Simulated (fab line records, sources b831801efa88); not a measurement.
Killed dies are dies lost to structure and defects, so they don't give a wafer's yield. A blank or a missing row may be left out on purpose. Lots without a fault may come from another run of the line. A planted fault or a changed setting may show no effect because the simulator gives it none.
fab line records | flow sky130
record lots=6 wafers=18 last_day=50
route steps=708 shown VIA2@524 METAL3@532 CAPM@537 PAD_OPEN@708
lots that met no fault: from a run of the same line without faults
start_h: hours from the record's first day to the start of the lot's first wafer shown | wait_h: hours since the lot's step before | " the same as in the row above | L1.1+2: a row that stands for several wafers | - no value, or no start given | * or withheld: withheld | < > ~ a bound
route shown NAME@n: a module of which the file shows steps, and the number in the route of the first | usual: mean/standard deviation of fault-free wafers | same: alike in all rows | chamber/n: place in a boat | sites: the reading at each site | _std_site: their standard deviation | _edge_site: outer sites' mean less inner sites' | radius_mm: how far each site lies from the wafer's centre | mask NAME#n: copy n | behind: the tool/chamber that last shaped the wafer | hold: why the lot was held/for how many hours/how that ended | device: the transistor (n, p or np) that didn't switch | end of line: the same wafers' tests at the end of the route | a step without rows: its recipe alone | killed: dies lost to structure and defects at the first sort, not the wafer's yield | map: a wafer's dies, x killed, . not, _ none there
set.NAME: the setting as run; set.NAME@STEP: as run at that earlier step | model.NAME: the simulator's own value behind a step, which no gauge read
lots at some steps of the route; a table a step, a row a wafer
services: from which hour (start_h, from the record's first day; less than 0 if before it) a tool's chamber was out of use, for how many hours, and why
## steps
# step SKY_VIA2_STRIP_17
# recipe chemistry=post_etch_residue_remover time_s=1200 temp_c=72.5
# step SKY_VIA2_CLEAN_18
# recipe chemistry=IPA time_s=180 temp_c=25
# step SKY_VIA2_CLEAN_19
# recipe chemistry=O3/DIW dry=n2_spin
# step SKY_VIA2_SPUTTER_20
# recipe material=TiN target_thk_nm=20 chamber_pressure_pa=5 power_w=4000 time_s=80
# step SKY_VIA2_CVD_21
# recipe material=W target_thk_nm=420 time_s=126.4 temp_c=400 pressure_torr=40
# step SKY_VIA2_RS_MEAS_22
# recipe thk_meas_gauge=four-point-probe reads=W_of_VIA2_CVD_21+TiN_of_VIA2_SPUTTER_20
# usual VIA2_W_RS=0.272/0.0047
# columns lot.wafer tool chamber start_h wait_h VIA2_W_RS[ohm/sq]
L331.3 film_metro-03 - 851.56 0.1 0.265
L331.4 " - " " 0.276
L331.5 " - " " 0.261
L333.2 film_metro-04 - 888.51 0.1 0.262
L333.4 " - " " 0.271
L333.5 " - " " 0.263
L334.1 film_metro-01 - 891.08 0.1 0.263
L334.3 " - " " 0.263
L334.5 " - " " 0.264
L335.1 film_metro-04 - 892.38 0.1 0.264
L335.5 " - " " 0.276
L335.6 " - " " 0.263
L343.4 film_metro-03 - 949.34 0.1 0.265
L343.5 " - " " 0.265
L343.6 " - " " 0.274
L353.1 film_metro-01 - 1006.27 0.1 0.270
L353.4 " - " " 0.270
L353.6 " - " " 0.272
# step SKY_VIA2_THK_MEAS_23
# recipe thk_meas_gauge=xrf reads=W_of_VIA2_CVD_21
# usual VIA2_W_THK=414/8
# columns lot.wafer tool chamber start_h wait_h VIA2_W_THK[nm]
L331.3 film_metro-03 - 851.66 0.1 416
L331.4 " - " " 400
L331.5 " - " " 420
L333.2 film_metro-04 - 888.62 0.1 430
L333.4 " - " " 416
L333.5 " - " " 429
L334.1 film_metro-01 - 891.20 0.1 430
L334.3 " - " " 427
L334.5 " - " " 427
L335.1 film_metro-04 - 892.50 0.1 427
L335.5 " - " " 407
L335.6 " - " " 428
L343.4 film_metro-03 - 949.43 0.1 420
L343.5 " - " " 421
L343.6 " - " " 409
L353.1 film_metro-01 - 1006.39 0.1 415
L353.4 " - " " 418
L353.6 " - " " 414
# step SKY_VIA2_CMP_24
# recipe stop_on=SiO2 t_overpolish_s=20 down_force_psi=3.5 platen_rpm=60 target_thk_nm=0 pad_velocity_m_s=0.94248
# usual motor_current_A=11.0/0.93 overpolish_run_s=20.001/0.0085 time_to_endpoint_s=104/3.8
# same t_overpolish_s=20
# columns lot.wafer tool chamber start_h wait_h motor_current_A overpolish_run_s time_to_endpoint_s
L331.4 cmp-01 1 851.70 0.0 12.2 19.994 99
L331.3 " 3 " " 10.1 20.000 101
L331.5 " 1 " " 12.3 20.000 107
L333.2 cmp-02 3 888.67 0.0 10.1 19.999 109
L333.4 " 0 " " 11.8 19.995 107
L333.5 " 0 " " 11.6 19.994 114
L334.1 cmp-02 1 891.26 0.1 12.4 19.996 109
L334.3 " 0 " " 11.5 19.991 109
L334.5 " 2 " " 10.7 19.999 102
L335.1 cmp-02 0 892.61 0.1 11.4 20.008 108
L335.6 " 3 " " 10.4 19.990 110
L335.5 " 0 " " 11.8 19.991 105
L343.4 cmp-02 2 949.46 0.0 10.7 19.994 106
L343.6 " 2 " " 10.7 19.997 101
L343.5 " 3 " " 10.2 20.008 108
L353.1 cmp-01 1 1006.50 0.1 11.9 20.010 105
L353.4 " 2 " " 9.7 19.994 108
L353.6 " 0 " " 10.3 19.998 108
# step SKY_METAL3_SPUTTER_00
# recipe material=Ti target_thk_nm=15 power_w=3000 time_s=10 chamber_pressure_pa=0.4
# usual chamber_pressure_pa=0.3999/0.00074 throttle_valve_pct=30.3/0.99
# columns lot.wafer tool chamber start_h wait_h chamber_pressure_pa throttle_valve_pct
L331.3 pvd_sputter-01 - 852.00 0.1 0.3986 30.9
L331.4 " - " " 0.4002 29.9
L331.5 " - " " 0.3985 30.2
L333.2 pvd_sputter-01 - 888.97 0.2 0.4003 30.2
L333.4 " - " " 0.3989 29.9
L333.5 " - " " 0.3999 29.7
L334.1 pvd_sputter-02 - 891.56 0.2 0.4000 29.3
L334.3 " - " " 0.4000 29.8
L334.5 " - " " 0.4008 29.7
L335.1 pvd_sputter-01 - 892.86 0.2 0.3991 30.1
L335.5 " - " " 0.3984 30.4
L335.6 " - " " 0.4006 30.2
L343.4 pvd_sputter-04 - 949.76 0.2 0.3995 32.5
L343.5 " - " " 0.3999 28.8
L343.6 " - " " 0.3997 31.3
L353.1 pvd_sputter-04 - 1006.75 0.2 0.3989 30.2
L353.4 " - " " 0.3999 32.3
L353.6 " - " " 0.3988 30.4
# step SKY_METAL3_SPUTTER_01
# recipe material=TiN target_thk_nm=20 power_w=6500 time_s=16.7 chamber_pressure_pa=0.4
# usual chamber_pressure_pa=0.4001/0.00083 throttle_valve_pct=30.3/0.99
# columns lot.wafer tool chamber start_h wait_h chamber_pressure_pa throttle_valve_pct
L331.3 pvd_sputter-01 - 852.02 0.0 0.3994 31.3
L331.4 " - " " 0.3998 30.2
L331.5 " - " " 0.3982 29.9
L333.2 pvd_sputter-01 - 888.99 0.0 0.4013 30.1
L333.4 " - " " 0.3992 29.9
L333.5 " - " " 0.3998 29.9
L334.1 pvd_sputter-02 - 891.59 0.0 0.4000 29.3
L334.3 " - " " 0.4010 29.4
L334.5 " - " " 0.4009 29.4
L335.1 pvd_sputter-01 - 892.88 0.0 0.3994 29.5
L335.5 " - " " 0.3988 30.3
L335.6 " - " " 0.3991 30.4
L343.4 pvd_sputter-04 - 949.78 0.0 0.4004 32.5
L343.5 " - " " 0.4000 28.3
L343.6 " - " " 0.4001 31.3
L353.1 pvd_sputter-04 - 1006.77 0.0 0.4007 30.1
L353.4 " - " " 0.3997 32.3
L353.6 " - " " 0.4006 30.1
# step SKY_METAL3_SPUTTER_02
# recipe material=AlCu target_thk_nm=735 power_w=10600 time_s=39.1 chamber_pressure_pa=0.4
# usual chamber_pressure_pa=0.4000/0.00072 throttle_valve_pct=30.4/0.99
# columns lot.wafer tool chamber start_h wait_h chamber_pressure_pa throttle_valve_pct
L331.3 pvd_sputter-01 - 852.05 0.0 0.3999 31.0
L331.4 " - " " 0.3999 30.2
L331.5 " - " " 0.3995 30.2
L333.2 pvd_sputter-01 - 889.01 0.0 0.4004 30.4
L333.4 " - " " 0.4003 29.5
L333.5 " - " " 0.4002 29.8
L334.1 pvd_sputter-02 - 891.61 0.0 0.3991 29.5
L334.3 " - " " 0.4020 29.5
L334.5 " - " " 0.4004 29.6
L335.1 pvd_sputter-01 - 892.91 0.0 0.4012 29.7
L335.5 " - " " 0.3997 30.4
L335.6 " - " " 0.4001 30.1
L343.4 pvd_sputter-04 - 949.80 0.0 0.3996 32.4
L343.5 " - " " 0.4004 28.6
L343.6 " - " " 0.4007 31.3
L353.1 pvd_sputter-04 - 1006.80 0.0 0.4001 30.1
L353.4 " - " " 0.3999 32.3
L353.6 " - " " 0.3991 30.7
# step SKY_METAL3_SPUTTER_03
# recipe material=Ti target_thk_nm=5 power_w=3000 time_s=3.3 chamber_pressure_pa=0.4
# usual chamber_pressure_pa=0.3998/0.00072 throttle_valve_pct=30.3/0.98
# columns lot.wafer tool chamber start_h wait_h chamber_pressure_pa throttle_valve_pct
L331.3 pvd_sputter-01 - 852.09 0.0 0.3994 30.9
L331.4 " - " " 0.3981 30.3
L331.5 " - " " 0.4006 29.9
L333.2 pvd_sputter-01 - 889.05 0.0 0.4003 30.2
L333.4 " - " " 0.4004 29.8
L333.5 " - " " 0.4006 29.5
L334.1 pvd_sputter-02 - 891.65 0.0 0.3994 29.5
L334.3 " - " " 0.3998 29.8
L334.5 " - " " 0.3988 29.5
L335.1 pvd_sputter-01 - 892.95 0.0 0.3998 29.8
L335.5 " - " " 0.4005 30.2
L335.6 " - " " 0.3998 30.1
L343.4 pvd_sputter-04 - 949.84 0.0 0.4002 32.5
L343.5 " - " " 0.3994 28.7
L343.6 " - " " 0.4002 31.1
L353.1 pvd_sputter-04 - 1006.84 0.0 0.3990 30.3
L353.4 " - " " 0.3988 32.3
L353.6 " - " " 0.4003 30.1
# step SKY_METAL3_SPUTTER_04
# recipe material=TiN target_thk_nm=70 power_w=6500 time_s=58.3 chamber_pressure_pa=0.4
# usual chamber_pressure_pa=0.4001/0.00079 throttle_valve_pct=30.4/0.98
# columns lot.wafer tool chamber start_h wait_h chamber_pressure_pa throttle_valve_pct
L331.3 pvd_sputter-01 - 852.11 0.0 0.4001 31.0
L331.4 " - " " 0.4005 30.3
L331.5 " - " " 0.3996 30.0
L333.2 pvd_sputter-01 - 889.07 0.0 0.4259 29.5
L333.4 " - " " 0.4007 29.7
L333.5 " - " " 0.4004 29.9
L334.1 pvd_sputter-02 - 891.67 0.0 0.3989 29.4
L334.3 " - " " 0.4003 29.6
L334.5 " - " " 0.3995 29.8
L335.1 pvd_sputter-01 - 892.97 0.0 0.4014 29.8
L335.5 " - " " 0.3998 30.5
L335.6 " - " " 0.4260 29.1
L343.4 pvd_sputter-04 - 949.86 0.0 0.3987 32.6
L343.5 " - " " 0.4006 28.6
L343.6 " - " " 0.4016 31.3
L353.1 pvd_sputter-04 - 1006.86 0.0 0.4000 30.3
L353.4 " - " " 0.3994 32.5
L353.6 " - " " 0.3995 30.5
# step SKY_CAPM_CVD_00
# recipe material=SiO2 target_thk_nm=15.5 temp_c=400 time_s=withheld rf_w=450
# step SKY_PAD_OPEN_PROBE_99
# usual defect_limited_yield=82.7/2.1 killed_at_M0_to_M3=43/7.2 killed_at_M4_up=3.3/1.8 killed_at_contacts=23/5.5 killed_at_front_end=16/5.1 killed_at_other=0.4/0.65 killed_dies=85/10 killed_on_rim=17/4.3 killed_open=46/7.1 killed_short=38/7.2 sort_bin_3_pad_short=0.9/0.41 sort_bin_5_function=10.2/1.5 sort_bin_6_memory=6.2/1.1 sort_n_pass=407/10 sort_yield_pct=82.7/2.1
# same gross_dies=492 killed_at_back_side=0 sort_bin_4_leakage[%]=0 sort_bin_8_speed[%]=0
# columns lot.wafer tool chamber start_h wait_h defect_limited_yield[%] killed_at_M0_to_M3 killed_at_M4_up killed_at_contacts killed_at_front_end killed_at_other killed_dies killed_on_rim killed_open killed_short sort_bin_3_pad_short[%] sort_bin_5_function[%] sort_bin_6_memory[%] sort_n_pass sort_yield_pct[%]
L331.3 prober-01 - 1076.58 0.2 81.9 45 1 25 17 1 89 13 47 42 0.8 10.4 6.9 403 81.9
L331.4 prober-01 - 1076.63 0.2 81.3 40 4 20 28 0 92 22 37 52 0.4 11.2 7.1 400 81.3
L331.5 prober-01 - 1076.68 0.2 83.5 32 3 30 15 1 81 28 47 33 0.8 9.8 5.9 411 83.5
L334.1 prober-01 - 1107.75 0.1 82.1 48 6 24 10 0 88 15 55 33 1.0 10.2 6.7 404 82.1
L334.3 prober-01 - 1107.85 0.2 80.5 38 5 26 27 0 96 23 45 50 1.0 12.4 6.1 396 80.5
L334.5 prober-01 - 1107.95 0.2 78.0 50 1 32 22 3 108 23 65 41 0.4 14.6 6.9 384 78.0
L335.1 prober-01 - 1109.72 0.1 80.3 53 2 18 23 1 97 27 50 47 1.4 11.4 6.9 395 80.3
L335.5 prober-01 - 1109.92 0.2 80.9 41 3 33 16 1 94 21 46 47 0.6 11.6 6.9 398 80.9
L335.6 prober-01 - 1109.97 0.2 84.6 32 4 23 17 0 76 14 41 33 1.0 8.5 5.9 416 84.6
L343.4 prober-02 - 1153.88 0.2 80.7 44 3 28 18 2 95 23 50 42 0.6 11.2 7.5 397 80.7
L343.5 prober-02 - 1153.93 0.2 79.3 47 4 26 23 2 102 18 52 48 1.6 10.6 8.5 390 79.3
L343.6 prober-02 - 1153.98 0.2 82.1 35 5 24 23 1 88 24 36 49 1.2 11.4 5.3 404 82.1
L353.1 prober-02 - 1193.13 0.1 80.3 47 2 19 29 0 97 25 47 49 0.6 11.0 8.1 395 80.3
L353.4 prober-02 - 1193.28 0.2 83.5 42 3 25 11 0 81 15 44 37 0.4 9.8 6.3 411 83.5
L353.6 prober-02 - 1193.38 0.2 87.0 37 1 16 10 0 64 15 38 25 0.4 7.3 5.3 428 87.0
# killed by level:class
L331.3 VIA1:geometric_particle:open=11 FIELD_ISO:geometric_particle:open=7 LI_CONTACT:geometric_particle:open=7 CONTACT:geometric_particle:short=7 METAL1:geometric_particle:short=7 METAL2:geometric_particle:short=7 VIA2:geometric_particle:open=6 VIA3:geometric_particle:open=6
L331.4 POLY_GATE:geometric_particle:short=10 VIA1:geometric_particle:open=9 CONTACT:geometric_particle:open=8 FIELD_ISO:geometric_particle:short=6 METAL2:geometric_particle:short=6 POLY_GATE:geometric_particle:open=5 METAL1:geometric_particle:short=5 METAL3:geometric_particle:short=5
L331.5 LI_CONTACT:geometric_particle:open=17 CONTACT:geometric_particle:open=8 VIA3:geometric_particle:open=6 FIELD_ISO:geometric_particle:short=5 FIELD_ISO:geometric_particle:open=4 METAL1:geometric_particle:short=4 VIA1:geometric_particle:open=4 VIA2:geometric_particle:open=4
L334.1 VIA1:geometric_particle:open=17 VIA3:geometric_particle:open=11 CONTACT:geometric_particle:open=11 CONTACT:geometric_particle:short=6 METAL2:geometric_particle:short=6 VIA1:geometric_particle:short=5 LI_CONTACT:geometric_particle:open=4 METAL4:geometric_particle:short=4
L334.3 CONTACT:geometric_particle:open=12 FIELD_ISO:geometric_particle:short=9 VIA1:geometric_particle:open=9 POLY_GATE:geometric_particle:short=6 VIA2:geometric_particle:open=6 LI_CONTACT:geometric_particle:open=5 METAL2:geometric_particle:short=5 VIA2:geometric_particle:short=5
L334.5 VIA1:geometric_particle:open=14 VIA2:geometric_particle:open=13 CONTACT:geometric_particle:open=12 POLY_GATE:geometric_particle:open=8 VIA1:geometric_particle:short=8 CONTACT:geometric_particle:short=7 LI_CONTACT:geometric_particle:open=6 LOCAL_INTERCONNECT:geometric_particle:short=5
L335.1 METAL2:geometric_particle:short=8 VIA1:geometric_particle:open=7 METAL1:geometric_particle:short=6 VIA2:geometric_particle:open=6 VIA3:geometric_particle:open=6 CONTACT:geometric_particle:open=5 FIELD_ISO:geometric_particle:short=5 POLY_GATE:geometric_particle:open=5
L335.5 CONTACT:geometric_particle:open=16 VIA2:geometric_particle:open=9 FIELD_ISO:geometric_particle:short=7 LI_CONTACT:geometric_particle:open=6 CONTACT:geometric_particle:short=6 VIA1:geometric_particle:short=6 VIA1:geometric_particle:open=6 VIA2:geometric_particle:short=6
L335.6 LI_CONTACT:geometric_particle:open=9 CONTACT:geometric_particle:open=8 METAL2:geometric_particle:short=7 VIA1:geometric_particle:open=6 FIELD_ISO:geometric_particle:short=4 CONTACT:geometric_particle:short=4 VIA2:geometric_particle:open=4 POLY_GATE:geometric_particle:open=3
L343.4 LI_CONTACT:geometric_particle:open=10 VIA2:geometric_particle:open=10 CONTACT:geometric_particle:open=7 CONTACT:geometric_particle:short=7 METAL1:geometric_particle:short=6 METAL2:geometric_particle:short=6 FIELD_ISO:geometric_particle:open=5 VIA1:geometric_particle:open=5
L343.5 VIA2:geometric_particle:open=10 LI_CONTACT:geometric_particle:open=8 VIA1:geometric_particle:open=8 POLY_GATE:geometric_particle:open=7 VIA1:geometric_particle:short=7 CONTACT:geometric_particle:short=6 FIELD_ISO:geometric_particle:open=5 LOCAL_INTERCONNECT:geometric_particle:short=5
L343.6 CONTACT:geometric_particle:open=8 POLY_GATE:geometric_particle:short=7 LOCAL_INTERCONNECT:geometric_particle:short=7 POLY_GATE:geometric_particle:open=6 VIA1:geometric_particle:short=6 VIA1:geometric_particle:open=6 VIA2:geometric_particle:open=6 FIELD_ISO:geometric_particle:short=5
L353.1 FIELD_ISO:geometric_particle:short=10 METAL1:geometric_particle:short=8 FIELD_ISO:geometric_particle:open=7 CONTACT:geometric_particle:open=7 VIA1:geometric_particle:open=7 VIA2:geometric_particle:open=6 LOCAL_INTERCONNECT:geometric_particle:short=5 VIA1:geometric_particle:short=5
L353.4 CONTACT:geometric_particle:open=7 LI_CONTACT:geometric_particle:open=7 VIA1:geometric_particle:open=7 VIA2:geometric_particle:open=6 VIA3:geometric_particle:open=5 LOCAL_INTERCONNECT:geometric_particle:short=5 VIA3:geometric_particle:short=5 METAL1:geometric_particle:short=5
L353.6 VIA1:geometric_particle:open=11 CONTACT:geometric_particle:open=8 METAL1:geometric_particle:short=7 VIA2:geometric_particle:short=5 VIA2:geometric_particle:open=4 POLY_GATE:geometric_particle:open=3 LOCAL_INTERCONNECT:geometric_particle:short=3 CONTACT:geometric_particle:short=3
## services
# columns tool chamber start_h hours kind
pvd_sputter-01 - 844.08 1.8 repair
pvd_sputter-04 - 849.94 0.6 repair
pvd_sputter-02 - 874.80 1.0 repair
cmp-01 - 907.10 2.2 repair
cmp-02 - 912.00 4.0 pm
cmp-02 - 916.00 - consumable_replace:conditioner
cmp-02 - 916.00 - consumable_replace:pad
pvd_sputter-01 - 937.51 8.1 repair
pvd_sputter-02 - 951.32 1.3 repair
cmp-01 - 959.84 1.6 repair
cmp-02 - 970.62 6.7 pm
pvd_sputter-02 - 977.32 1.8 repair
pvd_sputter-04 - 977.48 24.5 repair
pvd_sputter-02 - 984.78 7.2 repair
## key
first_sign step=SKY_METAL3_SPUTTER_04 reading=chamber_pressure_pa direction=up sigmas=33 usual=0.4001 struck=0.4260
effect none on later readings
met_at SKY_METAL3_SPUTTER_04
struck_wafers L333.2,L335.6
onset_between 852.11 889.07
fault kind=process_parameter_drift tool=pvd_sputter-01 chamber=- onset_h=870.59 steps=SKY_METAL3_SPUTTER_04 channel=chamber_pressure_pa offset=0.027352 shape=step end_h=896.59 acts_in=these_recipes_only stated=0.4 scope=struck_wafers_only
